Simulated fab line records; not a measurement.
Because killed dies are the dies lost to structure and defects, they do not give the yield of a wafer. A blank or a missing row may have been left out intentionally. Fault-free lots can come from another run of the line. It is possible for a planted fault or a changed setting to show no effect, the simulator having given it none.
Commonality check across tools :: flow sky130 :: 12 lots and 36 wafers in the sample

== WHY THIS WAS OPENED ==
3 of 12 lots carry a flag on the reading GATE_OXIDE_OXIDATION_00_THK at SKY_GATE_OXIDE_THK_MEAS_02. Wafers without a fault read 10.24 nm, standard deviation 0.18.
Rule: a lot is flagged in two cases, either no wafer of it has a number, or all its wafers with numbers fall more than 4 standard deviations from that mean. The rest of the lots are taken to be sound.

lot: L579
measured: day 13 21:17
on: filmMetro-01
GATE_OXIDE_OXIDATION_00_THK (nm), wafer by wafer: 10.11 10.12 10.08
flag: 

lot: L581
measured: day 14 21:31
on: filmMetro-03
GATE_OXIDE_OXIDATION_00_THK (nm), wafer by wafer: 12.30 12.14 12.28
flag: FLAGGED

lot: L583
measured: day 15 08:23
on: filmMetro-03
GATE_OXIDE_OXIDATION_00_THK (nm), wafer by wafer: 12.42 12.36 12.33
flag: FLAGGED

lot: L584
measured: day 15 17:48
on: filmMetro-03
GATE_OXIDE_OXIDATION_00_THK (nm), wafer by wafer: 11.94 11.85 11.79
flag: FLAGGED

lot: L591
measured: day 18 00:54
on: filmMetro-01
GATE_OXIDE_OXIDATION_00_THK (nm), wafer by wafer: 10.16 10.31 10.13
flag: 

lot: L592
measured: day 18 10:42
on: filmMetro-01
GATE_OXIDE_OXIDATION_00_THK (nm), wafer by wafer: 10.41 10.44 10.48
flag: 

lot: L594
measured: day 19 02:04
on: filmMetro-03
GATE_OXIDE_OXIDATION_00_THK (nm), wafer by wafer: 10.29 10.24 10.12
flag: 

lot: L595
measured: day 19 17:53
on: filmMetro-03
GATE_OXIDE_OXIDATION_00_THK (nm), wafer by wafer: 9.96 9.85 10.14
flag: 

lot: L596
measured: day 20 04:41
on: filmMetro-04
GATE_OXIDE_OXIDATION_00_THK (nm), wafer by wafer: 10.33 10.43 10.51
flag: 

lot: L597
measured: day 20 06:23
on: filmMetro-01
GATE_OXIDE_OXIDATION_00_THK (nm), wafer by wafer: 10.12 10.03 10.08
flag: 

lot: L598
measured: day 20 15:44
on: filmMetro-03
GATE_OXIDE_OXIDATION_00_THK (nm), wafer by wafer: 10.47 10.48 10.31
flag: 

lot: L599
measured: day 20 15:44
on: filmMetro-04
GATE_OXIDE_OXIDATION_00_THK (nm), wafer by wafer: 10.44 10.40 10.29
flag: 
The mean of the flagged lots' numbers is 12.16 nm, +1.92 nm from the usual (+11 standard deviations).

== WHICH TOOL RAN EACH LOT ==
The record holds 1 process step before the reading, out of a route of 708 steps. Each cell gives the tool, then ch followed by the chambers the sampled wafers passed through, then the start.
lot: L579
flag: 
SKY_GATE_OXIDE_OXIDATION_01: furnace-01 ch 0, day 13 19:53

lot: L581
flag: FLAGGED
SKY_GATE_OXIDE_OXIDATION_01: furnace-01 ch 0, day 14 20:06

lot: L583
flag: FLAGGED
SKY_GATE_OXIDE_OXIDATION_01: furnace-01 ch 0, day 15 06:59

lot: L584
flag: FLAGGED
SKY_GATE_OXIDE_OXIDATION_01: furnace-01 ch 0, day 15 16:23

lot: L591
flag: 
SKY_GATE_OXIDE_OXIDATION_01: furnace-01 ch 0, day 17 23:29

lot: L592
flag: 
SKY_GATE_OXIDE_OXIDATION_01: furnace-02 ch 0, day 18 09:17

lot: L594
flag: 
SKY_GATE_OXIDE_OXIDATION_01: furnace-02 ch 0, day 19 00:38

lot: L595
flag: 
SKY_GATE_OXIDE_OXIDATION_01: furnace-02 ch 0, day 19 16:28

lot: L596
flag: 
SKY_GATE_OXIDE_OXIDATION_01: furnace-01 ch 0, day 20 03:15

lot: L597
flag: 
SKY_GATE_OXIDE_OXIDATION_01: furnace-02 ch 0, day 20 04:57

lot: L598
flag: 
SKY_GATE_OXIDE_OXIDATION_01: furnace-01 ch 0, day 20 14:19

lot: L599
flag: 
SKY_GATE_OXIDE_OXIDATION_01: furnace-01 ch 0, day 20 14:19
What is done by these steps:
- SKY_GATE_OXIDE_OXIDATION_01: stabilise 600 s, purge 300 s, target thk 10.268 nm.
- SKY_GATE_OXIDE_THK_MEAS_02

== FLAGGED OVER TOTAL, TOOL BY TOOL (the gauges that took the reading come last) ==
step: SKY_GATE_OXIDE_OXIDATION_01
tool: furnace-01
lots run: 8
flagged: 3
share of the flagged lots: all
sound lots run after its first flagged lot: 4 (L591,L596,L598,L599)

step: SKY_GATE_OXIDE_OXIDATION_01
tool: furnace-02
lots run: 4
flagged: 0
share of the flagged lots: none
sound lots run after its first flagged lot: -

step: SKY_GATE_OXIDE_THK_MEAS_02
tool: filmMetro-01
lots run: 4
flagged: 0
share of the flagged lots: none
sound lots run after its first flagged lot: -

step: SKY_GATE_OXIDE_THK_MEAS_02
tool: filmMetro-03
lots run: 6
flagged: 3
share of the flagged lots: all
sound lots run after its first flagged lot: 3 (L594,L595,L598)

step: SKY_GATE_OXIDE_THK_MEAS_02
tool: filmMetro-04
lots run: 2
flagged: 0
share of the flagged lots: none
sound lots run after its first flagged lot: -

== WHAT THE TABLE PERMITS ==
2 rows of the table ran every flagged lot: furnace-01 at SKY_GATE_OXIDE_OXIDATION_01, filmMetro-03 at SKY_GATE_OXIDE_THK_MEAS_02.
- furnace-01 at SKY_GATE_OXIDE_OXIDATION_01: 3 of its 8 lots flagged. After the first flagged lot (L591, L596, L598, L599), sound lots still ran on it; a lasting fault on the whole tool would not permit that. Its own readings (spikeTcBottomC, spikeTcCentreC, spikeTcLowerC, spikeTcTopC, spikeTcUpperC, tubeCenterTempC, tube_center_temp_C_max) fall more than 4 standard deviations out on all wafers of the flagged lots.
- filmMetro-03 at SKY_GATE_OXIDE_THK_MEAS_02: 3 of its 6 lots flagged. After the first flagged lot (L594, L595, L598), sound lots still ran on it; a lasting fault on the whole tool would not permit that.
No row of the table ran every flagged lot and no sound lot after the first.

== WHAT WAS PUT IN BY THE SIMULATOR ==
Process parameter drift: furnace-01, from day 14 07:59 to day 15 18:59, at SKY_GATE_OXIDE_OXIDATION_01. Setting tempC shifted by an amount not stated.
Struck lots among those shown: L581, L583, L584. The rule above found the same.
